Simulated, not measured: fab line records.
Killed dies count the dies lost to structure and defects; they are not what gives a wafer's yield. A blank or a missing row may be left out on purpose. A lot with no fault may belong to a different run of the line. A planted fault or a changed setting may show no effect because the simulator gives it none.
The tool behind it: which one?	flow gf180mcu	39 wafers from 13 lots sampled at 5 of the route's 602 steps

## WHAT EACH GAUGE READ, for each wafer
GF_MVSD_OVL_MEAS_07. Usual: MVSD_OVL typically reads 1.0 nm, with standard deviation 1.2.
lot	measured	on	MVSD_OVL (nm)	flag
L339	day 4 16:59	overlay-02	0.8 0.3 2.0	
L342	day 5 09:25	overlay-02	2.1 2.0 2.9	
L346	day 6 07:58	overlay-02	0.6 -0.4 -0.8	
L347	day 6 14:08	overlay-01	-1.0 2.2 0.3	
L350	day 7 10:48	overlay-01	1.8 2.0 -0.4	
L351	day 7 17:50	overlay-02	0.8 2.5 3.3	
L353	day 8 04:15	overlay-01	2.8 -0.5 -0.5	
L355	day 8 23:54	overlay-02	0.5 1.5 0.6	
L356	day 8 23:58	overlay-02	2.9 2.9 2.6	
L357	day 9 04:23	overlay-01	-0.9 2.1 3.9	
L358	day 9 12:42	overlay-02	1.6 3.1 2.2	
L359	day 9 17:39	overlay-02	0.5 1.3 -1.5	
L361	day 10 04:49	overlay-02	0.6 3.2 1.8	

GF_HV_LDD_RS_MEAS_53: a four-point-probe measurement. Usual: HV_LDD_RS typically reads 417.8 ohm/sq, with standard deviation 0.94.
lot	measured	on	HV_LDD_RS (ohm/sq)	flag
L339	day 12 22:38	film metro-02	416.2 417.6 417.9	
L342	day 13 21:03	film metro-03	418.7 418.4 418.8	
L346	day 15 12:43	film metro-02	- - -	OFF
L347	day 15 18:42	film metro-03	- - -	OFF
L350	day 17 00:35	film metro-02	418.9 418.4 418.3	
L351	day 17 09:28	film metro-02	417.3 416.4 417.5	
L353	day 17 20:26	film metro-03	418.2 417.9 418.7	
L355	day 18 20:58	film metro-02	416.6 417.6 417.7	
L356	day 18 19:09	film metro-02	416.1 416.4 416.1	
L357	day 19 02:46	film metro-02	417.3 417.9 418.2	
L358	day 19 11:43	film metro-02	416.6 416.1 416.7	
L359	day 19 18:52	film metro-02	418.4 417.8 417.8	
L361	day 20 12:23	film metro-03	417.6 418.2 416.2	

GF_NSD_CD_MEAS_07 targets a cd of 400 nm. Usual: 399.5 nm for cd nm, sd 2.7.
lot	measured	on	cd nm (nm)	flag
L339	day 13 21:29	cd sem-02	398.0 395.3 395.7	
L342	day 14 21:01	cd sem-01	402.3 404.1 403.6	
L346	day 16 13:33	cd sem-01	402.4 400.4 402.1	
L347	day 16 19:52	cd sem-02	395.4 396.1 395.7	
L350	day 18 03:15	cd sem-01	399.9 398.4 399.1	
L351	day 18 11:25	cd sem-02	401.6 404.3 403.8	
L353	day 18 23:08	cd sem-01	403.6 401.1 400.9	
L355	day 20 00:08	cd sem-01	397.2 395.5 396.6	
L356	day 19 22:40	cd sem-02	399.3 401.6 400.2	
L357	day 20 06:54	cd sem-01	400.0 397.8 397.0	
L358	day 20 14:58	cd sem-01	399.3 397.6 399.1	
L359	day 20 21:44	cd sem-02	397.0 397.1 399.8	
L361	day 21 14:26	cd sem-01	397.7 395.7 398.2	

## TOOL THAT RAN EACH LOT (tool first, then ch and the chambers of the sampled wafers, then the start)
lot	GF_DUAL_GATE_STRIP_13	GF_HV_LDD_IMPLANT_36
L339	plasma asher-01 ch 0,1, day 8 17:11	implanter-02 ch 0, day 12 02:52
L342	plasma asher-04 ch 1, day 9 13:13	implanter-02 ch 0, day 12 23:56
L346	plasma asher-02 ch 0,1, day 10 17:26	implanter-02 ch 0, day 14 14:31
L347	plasma asher-02 ch 0,1, day 11 01:14	implanter-02 ch 0, day 14 19:40
L350	plasma asher-02 ch 0,1, day 12 02:39	implanter-01 ch 0, day 16 00:41
L351	plasma asher-02 ch 0,1, day 12 14:55	implanter-01 ch 0, day 16 09:43
L353	plasma asher-04 ch 0,1, day 12 23:07	implanter-01 ch 0, day 16 20:11
L355	plasma asher-04 ch 0,1, day 13 19:45	implanter-02 ch 0, day 17 20:42
L356	plasma asher-01 ch 0, day 13 19:40	implanter-01 ch 0, day 17 18:26
L357	plasma asher-04 ch 1, day 14 01:11	implanter-04 ch 0, day 18 01:50
L358	plasma asher-02 ch 0,1, day 14 08:50	implanter-02 ch 0, day 18 11:01
L359	plasma asher-02 ch 0,1, day 14 15:13	implanter-04 ch 0, day 18 17:52
L361	plasma asher-01 ch 0, day 15 06:32	implanter-04 ch 0, day 19 11:00
- GF_DUAL_GATE_STRIP_13: strips in O2/N2.
- GF_HV_LDD_IMPLANT_36

## WHAT THE TOOLS THEMSELVES READ (means of the sampled wafers that have a number; where no wafer has one, the mark that the record gives instead)
GF_DUAL_GATE_STRIP_13. Usual: drypump motor current A 5.7 A, standard deviation 0.45; heater power w 315 W, standard deviation 34; n2 flow sccm 300.0 sccm, standard deviation 0.96; oes product au 0.716 a.u., standard deviation 0.0046; strip time to endpoint s 12.62 s, standard deviation 0.04.
lot	tool	drypump motor current A (A)	heater power w (W)	n2 flow sccm (sccm)	oes product au (a.u.)	strip time to endpoint s (s)	flag
L339	plasma asher-01	5.5	327	299.0	0.718	12.57	
L342	plasma asher-04	5.8	311	301.3	0.716	12.55	
L346	plasma asher-02	6.0	343	299.4	0.717	12.65	
L347	plasma asher-02	6.0	347	300.8	0.718	12.61	
L350	plasma asher-02	6.0	346	299.9	0.713	12.63	
L351	plasma asher-02	6.1	335	300.5	0.716	12.60	
L353	plasma asher-04	5.4	288	299.7	0.713	12.66	
L355	plasma asher-04	5.6	306	300.8	0.716	12.68	
L356	plasma asher-01	6.2	305	300.5	0.716	12.59	
L357	plasma asher-04	5.8	314	300.0	0.715	12.59	
L358	plasma asher-02	5.7	311	300.3	0.717	12.60	
L359	plasma asher-02	5.7	313	299.6	0.721	12.63	
L361	plasma asher-01	6.1	302	300.3	0.716	12.58	

GF_HV_LDD_IMPLANT_36. Usual: tilt deg 30.002 degrees, standard deviation 0.02.
lot	tool	tilt deg (degrees)	flag
L339	implanter-02	30.029	
L342	implanter-02	29.995	
L346	implanter-02	25.785	OFF
L347	implanter-02	25.831	OFF
L350	implanter-01	30.014	
L351	implanter-01	30.001	
L353	implanter-01	30.023	
L355	implanter-02	30.007	
L356	implanter-01	30.000	
L357	implanter-04	30.009	
L358	implanter-02	30.011	
L359	implanter-04	29.993	
L361	implanter-04	29.999	

## THE ANSWER, worked out from the rows above alone
Rule: a lot counts as off when the mean over its wafers that have a number is more than 3 standard deviations away from the usual mean. Also off: a lot with no number at a reading for which 4 or more lots have one. Any other lot the step has rows for is counted as sound. Order of review: gauges by route order, followed by the tools' own readings, for which a lot's mean as printed above is used. At the first step where some lot is off, the reading lying furthest off is the one used; lots without a number count as furthest.
Off: L346, L347, at GF_HV_LDD_RS_MEAS_53 (HV_LDD_RS). Without a number there: L346, L347.
A tool fits if, at a process step before that reading, it ran every lot that is off, and no sound lot after the first of them. Not tried: the gauges at GF_HV_LDD_RS_MEAS_53; whatever is off there is also off at GF_HV_LDD_IMPLANT_36, on other tools, and gauge error can't account for it. None of those tried fits.

## WHAT HAD BEEN PUT IN BY THE SIMULATOR
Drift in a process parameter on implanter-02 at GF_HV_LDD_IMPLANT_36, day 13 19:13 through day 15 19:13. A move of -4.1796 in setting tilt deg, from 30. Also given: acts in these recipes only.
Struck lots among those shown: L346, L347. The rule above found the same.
